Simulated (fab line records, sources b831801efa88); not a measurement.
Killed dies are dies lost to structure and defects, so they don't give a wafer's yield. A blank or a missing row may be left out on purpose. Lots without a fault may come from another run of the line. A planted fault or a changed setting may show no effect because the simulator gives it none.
Which tool did it? | flow gf180mcu | 24 lots, 72 wafers sampled, at 6 steps of a route of 602

WHAT THE GAUGES READ, wafer by wafer
GF_VT_IMPLANT_TW_MEAS_21. Usual: VT_IMPLANT_2_TW 1209, standard deviation 7.5.
lot  | measured     | on            | VT_IMPLANT_2_TW | flag
L074 | day 6 04:34  | film_metro-04 | 1222 1211 1217  |
L075 | day 6 08:48  | film_metro-03 | 1209 1206 1201  |
L076 | day 6 16:43  | film_metro-04 | 1225 1219 1216  |
L077 | day 6 22:30  | film_metro-03 | 1204 1200 1194  |
L078 | day 7 07:19  | film_metro-04 | 1202 1210 1208  |
L079 | day 7 12:29  | film_metro-02 | 1206 1206 1213  |
L080 | day 7 17:37  | film_metro-02 | 1194 1201 1209  |
L081 | day 8 00:32  | film_metro-03 | 1210 1218 1222  |
L082 | day 8 06:34  | film_metro-03 | 1209 1217 1213  |
L083 | day 8 14:53  | film_metro-02 | 1194 1195 1196  |
L084 | day 8 19:34  | film_metro-04 | 1210 1206 1202  |
L085 | day 9 03:22  | film_metro-04 | 1214 1215 1215  |
L086 | day 9 08:40  | film_metro-04 | 1209 1211 1209  |
L087 | day 9 13:21  | film_metro-04 | 1214 1215 1211  |
L088 | day 9 23:19  | film_metro-04 | 1215 1216 1208  |
L089 | day 10 09:49 | film_metro-03 | 1210 1212 1215  |
L090 | day 10 10:07 | film_metro-02 | 1198 1200 1201  |
L091 | day 10 19:18 | film_metro-03 | 1217 1210 1210  |
L092 | day 10 23:22 | film_metro-03 | 1210 1211 1202  |
L093 | day 11 05:22 | film_metro-03 | 1209 1209 1215  |
L094 | day 11 13:19 | film_metro-03 | 1215 1221 1212  |
L095 | day 11 17:38 | film_metro-04 | 1198 1198 1201  |
L096 | day 12 01:31 | film_metro-03 | 1214 1211 1214  |
L097 | day 12 07:03 | film_metro-04 | 1211 1209 1208  |

GF_V4_CD_MEAS_14: target cd 260 nm. Usual: cd_nm 260.0 nm, standard deviation 1.3.
lot  | measured     | on        | cd_nm (nm)        | flag
L074 | day 24 04:26 | cd_sem-02 | 258.9 258.2 257.6 |
L075 | day 24 10:25 | cd_sem-01 | 259.6 261.7 259.2 |
L076 | day 24 20:40 | cd_sem-02 | 259.7 259.7 260.0 |
L077 | day 25 05:56 | cd_sem-02 | 259.9 259.9 258.9 |
L078 | day 25 22:41 | cd_sem-02 | 259.8 259.2 259.4 |
L079 | day 26 02:34 | cd_sem-02 | 262.8 263.0 263.6 |
L080 | day 26 09:43 | cd_sem-02 | 257.7 259.6 258.8 |
L081 | day 26 21:16 | cd_sem-02 | 260.8 260.1 260.9 |
L082 | day 27 01:35 | cd_sem-02 | 260.0 259.3 259.2 |
L083 | day 27 06:29 | cd_sem-01 | 260.6 259.6 261.3 |
L084 | day 27 19:14 | cd_sem-01 | 259.9 261.2 261.0 |
L085 | day 28 03:37 | cd_sem-01 | 260.1 261.0 259.2 |
L086 | day 28 07:13 | cd_sem-01 | 259.0 258.0 259.1 |
L087 | day 28 14:04 | cd_sem-01 | 259.9 260.9 261.1 |
L088 | day 28 22:32 | cd_sem-01 | 259.9 259.9 259.6 |
L089 | day 29 14:43 | cd_sem-02 | 262.8 261.5 263.5 |
L090 | day 30 04:07 | cd_sem-01 | 259.3 258.7 259.7 |
L091 | day 30 01:53 | cd_sem-01 | 259.5 258.4 259.5 |
L092 | day 30 03:19 | cd_sem-01 | 260.1 262.4 261.2 |
L093 | day 30 10:34 | cd_sem-01 | 259.3 258.8 259.7 |
L094 | day 30 17:04 | cd_sem-01 | 261.6 261.5 262.1 |
L095 | day 30 17:46 | cd_sem-02 | 258.2 259.3 259.0 |
L096 | day 31 03:10 | cd_sem-01 | 258.6 258.5 258.2 |
L097 | day 31 05:22 | cd_sem-01 | 259.5 259.3 259.4 |

GF_PASSIVATION_BOW_MEAS_14. Usual: PASSIVATION_BOW 136 um, standard deviation 9.8.
lot  | measured     | on            | PASSIVATION_BOW (um) | flag
L074 | day 28 21:07 | film_metro-04 | 134 144 140          |
L075 | day 29 00:37 | film_metro-01 | 137 126 123          |
L076 | day 29 12:42 | film_metro-01 | 153 151 134          |
L077 | day 29 19:26 | film_metro-01 | 124 142 140          |
L078 | day 30 11:13 | film_metro-04 | 132 124 115          |
L079 | day 30 13:10 | film_metro-04 | 141 144 142          |
L080 | day 30 19:46 | film_metro-02 | 120 144 127          |
L081 | day 31 03:58 | film_metro-02 | 151 151 140          |
L082 | day 31 09:22 | film_metro-01 | 122 133 126          |
L083 | day 31 13:01 | film_metro-04 | 144 125 133          |
L084 | day 31 22:59 | film_metro-02 | 133 135 122          |
L085 | day 32 07:01 | film_metro-04 | 137 137 126          |
L086 | day 32 10:41 | film_metro-02 | 139 134 132          |
L087 | day 32 16:17 | film_metro-04 | 125 150 134          |
L088 | day 32 23:37 | film_metro-01 | 139 149 144          |
L089 | day 33 12:54 | film_metro-01 | 144 148 147          |
L090 | day 34 02:13 | film_metro-01 | 105 124 115          |
L091 | day 33 22:41 | film_metro-01 | 140 143 141          |
L092 | day 33 23:55 | film_metro-04 | 150 141 158          |
L093 | day 34 05:16 | film_metro-01 | 133 126 145          |
L094 | day 34 11:19 | film_metro-01 | 127 135 135          |
L095 | day 34 12:40 | film_metro-02 | 134 142 132          |
L096 | day 34 19:56 | film_metro-04 | 137 136 141          |
L097 | day 34 21:59 | film_metro-01 | 136 131 138          |

WHICH TOOL RAN EACH LOT (tool, then ch and the chambers of the sampled wafers, then the start)
lot  | GF_M2_METAL_ETCH_16               | GF_V2_CMP_04                  | GF_MIM_STRIP_20
L074 | rie_metal-01 ch 0,1, day 18 23:41 | cmp-02 ch 0,1,3, day 19 00:37 | plasma_asher-04 ch 0, day 25 04:55
L075 | rie_metal-02 ch 0,1, day 19 06:29 | cmp-01 ch 1,3, day 19 07:27   | plasma_asher-03 ch 1, day 25 09:04
L076 | rie_metal-03 ch 0,1, day 19 17:48 | cmp-02 ch 1,2,3, day 19 18:50 | plasma_asher-04 ch 0, day 25 22:40
L077 | rie_metal-03 ch 0,1, day 20 03:13 | cmp-01 ch 0,1,2, day 20 04:11 | plasma_asher-04 ch 0,1, day 26 05:19
L078 | rie_metal-03 ch 0,1, day 20 19:23 | cmp-01 ch 0,1, day 20 20:19   | plasma_asher-04 ch 0,1, day 26 21:56
L079 | rie_metal-01 ch 0,1, day 21 03:12 | cmp-01 ch 0,1,2, day 21 04:10 | plasma_asher-03 ch 0,1, day 27 01:08
L080 | rie_metal-01 ch 0,1, day 21 10:59 | cmp-01 ch 0,1,2, day 21 11:59 | plasma_asher-03 ch 0,1, day 27 08:59
L081 | rie_metal-02 ch 1, day 21 19:04   | cmp-02 ch 0,1,3, day 21 20:11 | plasma_asher-04 ch 0,1, day 27 19:26
L082 | rie_metal-01 ch 0, day 22 02:59   | cmp-02 ch 0,2,3, day 22 04:02 | plasma_asher-03 ch 0,1, day 27 23:50
L083 | rie_metal-03 ch 1, day 22 11:23   | cmp-02 ch 2,3, day 22 12:38   | plasma_asher-02 ch 0,1, day 28 04:59
L084 | rie_metal-01 ch 0, day 22 19:37   | cmp-01 ch 1,2, day 22 21:05   | plasma_asher-04 ch 0,1, day 28 16:44
L085 | rie_metal-02 ch 0, day 23 09:55   | cmp-01 ch 1,2,3, day 23 10:56 | plasma_asher-02 ch 0,1, day 29 00:40
L086 | rie_metal-02 ch 0,1, day 23 14:07 | cmp-01 ch 0,2,3, day 23 15:11 | plasma_asher-02 ch 0,1, day 29 04:35
L087 | rie_metal-02 ch 0,1, day 23 19:23 | cmp-02 ch 0,1, day 23 20:18   | plasma_asher-03 ch 0,1, day 29 10:52
L088 | rie_metal-01 ch 0,1, day 24 09:14 | cmp-01 ch 0,2,3, day 24 10:15 | plasma_asher-04 ch 1, day 29 19:20
L089 | rie_metal-03 ch 0,1, day 25 01:39 | cmp-01 ch 1,2,3, day 25 02:34 | plasma_asher-02 ch 0,1, day 30 11:01
L090 | rie_metal-01 ch 0,1, day 25 00:23 | cmp-01 ch 0,1,2, day 25 02:16 | plasma_asher-02 ch 0,1, day 31 00:32
L091 | rie_metal-03 ch 0,1, day 25 14:17 | cmp-02 ch 0,1,2, day 25 15:19 | plasma_asher-02 ch 0,1, day 30 21:53
L092 | rie_metal-02 ch 0,1, day 25 16:42 | cmp-02 ch 0,1,2, day 25 17:46 | plasma_asher-04 ch 0,1, day 30 23:08
L093 | rie_metal-01 ch 0,1, day 26 00:03 | cmp-01 ch 0,1,2, day 26 01:10 | plasma_asher-03 ch 0,1, day 31 05:44
L094 | rie_metal-01 ch 1, day 26 07:09   | cmp-02 ch 1,2, day 26 08:12   | plasma_asher-03 ch 0,1, day 31 11:50
L095 | rie_metal-03 ch 0,1, day 26 08:18 | cmp-02 ch 0,2,3, day 26 09:15 | plasma_asher-03 ch 0,1, day 31 13:11
L096 | rie_metal-02 ch 0, day 26 20:30   | cmp-01 ch 2,3, day 26 21:31   | plasma_asher-03 ch 0,1, day 31 22:14
L097 | rie_metal-01 ch 0,1, day 26 23:09 | cmp-02 ch 0,1,3, day 27 00:10 | plasma_asher-03 ch 0,1, day 32 00:28
- GF_M2_METAL_ETCH_16: etches the open film in Cl2/BCl3, stops on SiO2, target depth 750.8 nm, time 125.1 s.
- GF_V2_CMP_04: polishes SiO2.
- GF_MIM_STRIP_20: strips in O2/N2.

WHAT THE TOOLS THEMSELVES READ (means of the sampled wafers that have a number; where no wafer has one, the mark that the record gives instead)
GF_M2_METAL_ETCH_16. Usual: drypump_motor_current_A 5.7 A, standard deviation 0.47; oes_product_au 0.986 a.u., standard deviation 0.0083; throttle_valve_pct 28.234 %, standard deviation 0.012.
lot  | tool         | drypump_motor_current_A (A) | oes_product_au (a.u.) | throttle_valve_pct (%) | flag
L074 | rie_metal-01 | 5.9                         | 0.982                 | 28.228                 |
L075 | rie_metal-02 | 6.2                         | 0.983                 | 28.242                 |
L076 | rie_metal-03 | 5.2                         | 0.982                 | 28.234                 |
L077 | rie_metal-03 | 5.2                         | 0.992                 | 28.226                 |
L078 | rie_metal-03 | 5.2                         | 0.992                 | 28.226                 |
L079 | rie_metal-01 | 5.6                         | 0.986                 | 28.228                 |
L080 | rie_metal-01 | 5.6                         | 0.989                 | 28.232                 |
L081 | rie_metal-02 | 6.3                         | 0.988                 | 28.234                 |
L082 | rie_metal-01 | 6.1                         | 0.985                 | 28.240                 |
L083 | rie_metal-03 | 5.1                         | 0.988                 | 28.232                 |
L084 | rie_metal-01 | 6.1                         | 0.977                 | 28.246                 |
L085 | rie_metal-02 | 6.0                         | 0.970                 | 28.248                 |
L086 | rie_metal-02 | 6.2                         | 0.982                 | 28.239                 |
L087 | rie_metal-02 | 6.2                         | 0.982                 | 28.240                 |
L088 | rie_metal-01 | 5.6                         | 0.989                 | 28.231                 |
L089 | rie_metal-03 | 5.2                         | 0.996                 | 28.223                 |
L090 | rie_metal-01 | 5.9                         | 0.991                 | 28.239                 |
L091 | rie_metal-03 | 5.1                         | 0.996                 | 28.229                 |
L092 | rie_metal-02 | 6.2                         | 0.978                 | 28.244                 |
L093 | rie_metal-01 | 5.9                         | 0.985                 | 28.240                 |
L094 | rie_metal-01 | 5.4                         | 0.987                 | 28.227                 |
L095 | rie_metal-03 | 5.2                         | 0.995                 | 28.240                 |
L096 | rie_metal-02 | 6.0                         | 0.970                 | 28.248                 |
L097 | rie_metal-01 | 5.6                         | 0.989                 | 28.231                 |

GF_V2_CMP_04. Usual: motor_current_A 11.9 A, standard deviation 1.7; time_to_endpoint_s 81 s, standard deviation 5.
lot  | tool   | motor_current_A (A) | time_to_endpoint_s (s) | flag
L074 | cmp-02 | 12.7                | 85                     |
L075 | cmp-01 | 11.3                | 77                     |
L076 | cmp-02 | 13.3                | 81                     |
L077 | cmp-01 | 10.8                | 86                     |
L078 | cmp-01 | 10.9                | 85                     |
L079 | cmp-01 | 10.7                | 79                     |
L080 | cmp-01 | 10.7                | 80                     |
L081 | cmp-02 | 12.4                | 77                     |
L082 | cmp-02 | 13.0                | 78                     |
L083 | cmp-02 | 14.5                | 81                     |
L084 | cmp-01 | 10.1                | 82                     |
L085 | cmp-01 | 11.1                | 84                     |
L086 | cmp-01 | 11.2                | 85                     |
L087 | cmp-02 | 11.3                | 77                     |
L088 | cmp-01 | 11.7                | 83                     |
L089 | cmp-01 | 11.0                | 75                     |
L090 | cmp-01 | 10.5                | 80                     |
L091 | cmp-02 | 11.8                | 79                     |
L092 | cmp-02 | 11.7                | 74                     |
L093 | cmp-01 | 10.7                | 78                     |
L094 | cmp-02 | 13.1                | 83                     |
L095 | cmp-02 | 13.1                | 80                     |
L096 | cmp-01 | 11.4                | 82                     |
L097 | cmp-02 | 12.5                | 80                     |

GF_MIM_STRIP_20. Usual: drypump_motor_current_A 6.1 A, standard deviation 0.42; heater_power_w 330 W, standard deviation 52; n2_flow_sccm 300.1 sccm, standard deviation 0.87; oes_product_au 0.693 a.u., standard deviation 0.0048; strip_time_to_endpoint_s 11.24 s, standard deviation 0.035.
lot  | tool            | drypump_motor_current_A (A) | heater_power_w (W) | n2_flow_sccm (sccm) | oes_product_au (a.u.) | strip_time_to_endpoint_s (s) | flag
L074 | plasma_asher-04 | 5.8                         | 434                | 301.1               | 0.694                 | 11.28                        |
L075 | plasma_asher-03 | 6.6                         | 299                | 300.3               | 0.693                 | 11.23                        |
L076 | plasma_asher-04 | 5.8                         | 432                | 300.0               | 0.694                 | 11.25                        |
L077 | plasma_asher-04 | 5.9                         | 339                | 300.2               | 0.690                 | 11.20                        |
L078 | plasma_asher-04 | 5.8                         | 383                | 299.7               | 0.694                 | 11.23                        |
L079 | plasma_asher-03 | 6.5                         | 290                | 300.0               | 0.692                 | 11.26                        |
L080 | plasma_asher-03 | 6.5                         | 298                | 299.8               | 0.692                 | 11.21                        |
L081 | plasma_asher-04 | 5.9                         | 338                | 300.6               | 0.695                 | 11.24                        |
L082 | plasma_asher-03 | 6.5                         | 294                | 299.7               | 0.693                 | 11.22                        |
L083 | plasma_asher-02 | 5.8                         | 340                | 300.1               | 0.693                 | 11.20                        |
L084 | plasma_asher-04 | 5.9                         | 339                | 300.3               | 0.695                 | 11.25                        |
L085 | plasma_asher-02 | 5.6                         | 350                | 299.3               | 0.692                 | 11.28                        |
L086 | plasma_asher-02 | 5.9                         | 336                | 299.8               | 0.693                 | 11.29                        |
L087 | plasma_asher-03 | 6.5                         | 288                | 299.8               | 0.697                 | 11.29                        |
L088 | plasma_asher-04 | 5.9                         | 295                | 299.4               | 0.693                 | 11.25                        |
L089 | plasma_asher-02 | 5.6                         | 354                | 299.9               | 0.691                 | 11.21                        |
L090 | plasma_asher-02 | 5.8                         | 340                | 299.7               | 0.694                 | 11.24                        |
L091 | plasma_asher-02 | 5.5                         | 349                | 299.2               | 0.691                 | 11.21                        |
L092 | plasma_asher-04 | 5.8                         | 389                | 300.4               | 0.694                 | 11.21                        |
L093 | plasma_asher-03 | 6.5                         | 293                | 301.1               | 0.687                 | 11.22                        |
L094 | plasma_asher-03 | 6.6                         | 295                | 299.5               | 0.702                 | 11.26                        |
L095 | plasma_asher-03 | 6.5                         | 297                | 299.3               | 0.692                 | 11.23                        |
L096 | plasma_asher-03 | 6.5                         | 290                | 300.2               | 0.692                 | 11.21                        |
L097 | plasma_asher-03 | 6.5                         | 294                | 299.6               | 0.692                 | 11.24                        |

THE ANSWER, worked out from the rows above alone
Rule: a lot is off if the mean of its wafers that have a number lies more than 3 standard deviations from the usual mean. A lot without any number at a reading at which 4 lots or more have one is off too. The other lots that the step has rows for count as sound. The gauges are gone through in route order, then the tools' own readings, and for those a lot's mean is taken as printed above. The first step at which some lot is off is used, and at that step the reading that is off furthest; a lot without a number counts as furthest.
No lot is off at any reading shown: from this, nothing can be told.

WHAT THE SIMULATOR HAD PUT IN
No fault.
